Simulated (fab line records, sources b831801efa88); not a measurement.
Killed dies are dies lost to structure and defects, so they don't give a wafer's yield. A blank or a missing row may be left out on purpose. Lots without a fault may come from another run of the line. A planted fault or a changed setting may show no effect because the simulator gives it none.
A struck lot beside a sound one | flow sfq_line | 42 steps out of a route of 325
Sound: wafers L666.4, L666.5, L666.6. Struck: wafer L669.1. (L669.2 of the same lot was not struck and is left out.) The cause comes at the end.
At each step with rows: each side's tool, then ch and its chambers, then its first start. Under that, the readings that differ: sound wafers | struck wafers | difference of the means | sigmas: that difference in standard deviations of wafers without a fault.
alike: readings whose means differ by less than 2 such deviations, and words and numbers that are the same on both sides. not compared: withheld readings, readings that some wafer has no value for, bounds like >300 that may hide the same value, and numbers for which the record gives no deviation and whose values overlap.
The two part at a step that has a row with sigmas, a row that says differs or no value, or rows on one side only. Numbers that don't overlap but have no deviation are shown without sigmas and don't part them. A reading that every wafer of one side lacks parts them only if that side has two wafers or more.

first, 6 steps without rows for these wafers: SFQ_TRILAYER_C5_LITHO_COAT_156 (resist thk 62 nm); SFQ_TRILAYER_C5_LITHO_COAT_151 (resist thk 650 nm); SFQ_TRILAYER_C5_LITHO_SOFTBAKE_155; SFQ_TRILAYER_C5_LITHO_EXPOSE_152 (exposes mask C5, target cd 500 nm); SFQ_TRILAYER_C5_LITHO_PEB_154 (peb time 60 s); SFQ_TRILAYER_C5_LITHO_DEVELOP_153 (time 60 s).
SFQ_C5_OVL_MEAS_937:
  sound on overlay-01, day 59 01:54; struck on overlay-01, day 59 23:29
  alike: C5_OVL
then, 5 steps without rows for these wafers: SFQ_TRILAYER_C5_BARC_OPEN_VIA_ETCH_210 (etches BARC in O2, target depth 125 nm, time 41.7 s); SFQ_TRILAYER_C5_ETCH_VIA_ETCH_154 (etches SiO2 in CHF3, stops on Nb, target depth 84 nm); SFQ_TRILAYER_C5_STRIP_STRIP_155 (strips in O2); SFQ_TRILAYER_C5_STRIP_SOLV_CLEAN_156 (cleans in NMP, time 600 s); SFQ_TRILAYER_M6_DEP_PRE_CLEAN_158 (time 22.5 s).
SFQ_TRILAYER_M6_DEP_SPUTTER_157: material Nb, target thk 200 nm, time 133.3 s.
  sound on pvd_sputter-04, day 59 02:49; struck on pvd_sputter-03, day 60 01:01
  reading                                             | sound             | struck | difference | sigmas
  model.Nb_of_TRILAYER_M6_DEP_SPUTTER_157.thk_nm (nm) | 201.3 200.1 196.7 | 149    | -50        |
  alike: throttle_valve_pct
SFQ_M6_RS_MEAS_938: measures by four-point-probe.
  sound on film_metro-02, day 59 02:58; struck on film_metro-04, day 60 01:06
  reading           | sound             | struck | difference | sigmas
  M6_NB_RS (ohm/sq) | 0.885 0.892 0.908 | 1.201  | +0.306     | +31
then, 6 steps without rows for these wafers: SFQ_TRILAYER_M6_LITHO_COAT_164 (resist thk 62 nm); SFQ_TRILAYER_M6_LITHO_COAT_159 (resist thk 600 nm); SFQ_TRILAYER_M6_LITHO_SOFTBAKE_163; SFQ_TRILAYER_M6_LITHO_EXPOSE_160 (exposes mask M6, target cd 500 nm); SFQ_TRILAYER_M6_LITHO_PEB_162 (peb time 60 s); SFQ_TRILAYER_M6_LITHO_DEVELOP_161 (time 60 s).
SFQ_M6_OVL_MEAS_940:
  sound on overlay-01, day 60 13:11; struck on overlay-02, day 61 07:10
  alike: M6_OVL
SFQ_TRILAYER_M6_BARC_OPEN_METAL_ETCH_206: etches BARC in O2, target depth 125 nm, time 41.7 s.
  sound on rie_metal-04 ch 0,1, day 60 13:13; struck on rie_metal-04 ch 1, day 61 07:11
  reading                | sound | struck | difference                   | sigmas
  rf_hours_counter_h (h) | - - - | 153    | no value on the sound wafers |
  alike: drypump_motor_current_A, he_backside_leak_sccm, oes_product_au
SFQ_TRILAYER_M6_ETCH_METAL_ETCH_162: etches Nb in Cl2/Ar, stops on SiO2, target depth 240 nm, time 120 s.
  sound on rie_metal-04 ch 0,1, day 60 13:18; struck on rie_metal-04 ch 1, day 61 07:15
  reading                | sound             | struck | difference                   | sigmas
  oes_product_au (a.u.)  | 0.896 0.908 0.890 | 0.761  | -0.137                       | -20
  rf_hours_counter_h (h) | - - -             | 153    | no value on the sound wafers |
  alike: drypump_motor_current_A, he_backside_leak_sccm
SFQ_TRILAYER_M6_STRIP_STRIP_163: strips in O2.
  sound on rie_metal-04 ch 0,1, day 60 13:35; struck on rie_metal-04 ch 1, day 61 07:23
  reading                | sound | struck | difference                   | sigmas
  rf_hours_counter_h (h) | - - - | 153    | no value on the sound wafers |
  alike: drypump_motor_current_A, he_backside_leak_sccm, oes_product_au
then, 2 steps without rows for these wafers: SFQ_TRILAYER_M6_STRIP_SOLV_CLEAN_164 (cleans in NMP, time 600 s); SFQ_TRILAYER_I6_DEP_PECVD_165 (deposits SiO2 from SiH4/N2O, time 111.11 s, target thk 500 nm).
SFQ_TRILAYER_I6_CMP_CMP_166: polishes SiO2.
  sound on cmp-01 ch 0,2,3, day 60 20:57; struck on cmp-02 ch 0, day 61 14:50
  alike: motor_current_A, slurry_filter_dp_kPa, slurry_flow_ml_min, time_to_endpoint_s
SFQ_I6_BOW_MEAS_941:
  sound on film_metro-02, day 60 22:31; struck on film_metro-02, day 61 17:50
  alike: I6_BOW
SFQ_TRILAYER_I6_METRO_MEASURE_167:
  sound on film_metro-02, day 60 23:10; struck on film_metro-02, day 61 17:57
  alike: thk_nm
then, 6 steps without rows for these wafers: SFQ_TRILAYER_I6_VIA_LITHO_COAT_174 (resist thk 62 nm); SFQ_TRILAYER_I6_VIA_LITHO_COAT_169 (resist thk 650 nm); SFQ_TRILAYER_I6_VIA_LITHO_SOFTBAKE_173; SFQ_TRILAYER_I6_VIA_LITHO_EXPOSE_170 (exposes mask I6, target cd 700 nm); SFQ_TRILAYER_I6_VIA_LITHO_PEB_172 (peb time 60 s); SFQ_TRILAYER_I6_VIA_LITHO_DEVELOP_171 (time 60 s).
-- the record jumps here: 4 days lie between the struck wafers' starts before and after --
SFQ_I6_OVL_MEAS_942:
  sound on overlay-02, day 65 06:45; struck on overlay-02, day 66 03:08
  alike: I6_OVL
then, 1 step without rows for these wafers: SFQ_TRILAYER_I6_VIA_BARC_OPEN_VIA_ETCH_235 (etches BARC in O2, target depth 125 nm, time 41.7 s).
SFQ_TRILAYER_I6_VIA_ETCH_VIA_ETCH_172: etches SiO2 in CHF3, stops on Nb, target depth 260 nm.
  sound on rie_diel-02 ch 0,1,2, day 65 06:48; struck on rie_diel-04 ch 3, day 66 03:12
  alike: drypump_motor_current_A, oes_product_au
then, 3 steps without rows for these wafers: SFQ_TRILAYER_I6_VIA_STRIP_STRIP_173 (strips in O2); SFQ_TRILAYER_I6_VIA_STRIP_SOLV_CLEAN_174 (cleans in NMP, time 600 s); SFQ_TRILAYER_M7_DEP_PRE_CLEAN_176 (time 22.5 s).
-- the record jumps here: 6 days lie between the struck wafers' starts before and after --
SFQ_M8_BOW_MEAS_951:
  sound on film_metro-01, day 71 14:13; struck on film_metro-04, day 72 04:34
  reading                 | sound                | struck | difference | sigmas
  model.etest.m6.ohm_um   | 1.781 1.775 1.815    | 2.372  | +0.582     |
  model.etest.i5.link_ohm | 2.283 2.288 2.311    | 2.637  | +0.343     |
  model.etest.c5.link_ohm | 8.017 8.068 7.946    | 8.297  | +0.287     |
  model.etest.m6.ohm_sq   | 0.8851 0.8905 0.9059 | 1.196  | +0.302     |
  model.etest.i6.link_ohm | 1.887 1.889 1.9      | 2.193  | +0.301     |
  alike: M8_BOW

WHERE THEY PART
First at SFQ_M6_RS_MEAS_938; last, within this record, at SFQ_TRILAYER_M6_STRIP_STRIP_163. Later steps at which nothing parts them and some readings are alike: SFQ_TRILAYER_I6_CMP_CMP_166, SFQ_I6_BOW_MEAS_941, SFQ_TRILAYER_I6_METRO_MEASURE_167, SFQ_I6_OVL_MEAS_942, SFQ_TRILAYER_I6_VIA_ETCH_VIA_ETCH_172, SFQ_M8_BOW_MEAS_951.

WHY: what the simulator had put in
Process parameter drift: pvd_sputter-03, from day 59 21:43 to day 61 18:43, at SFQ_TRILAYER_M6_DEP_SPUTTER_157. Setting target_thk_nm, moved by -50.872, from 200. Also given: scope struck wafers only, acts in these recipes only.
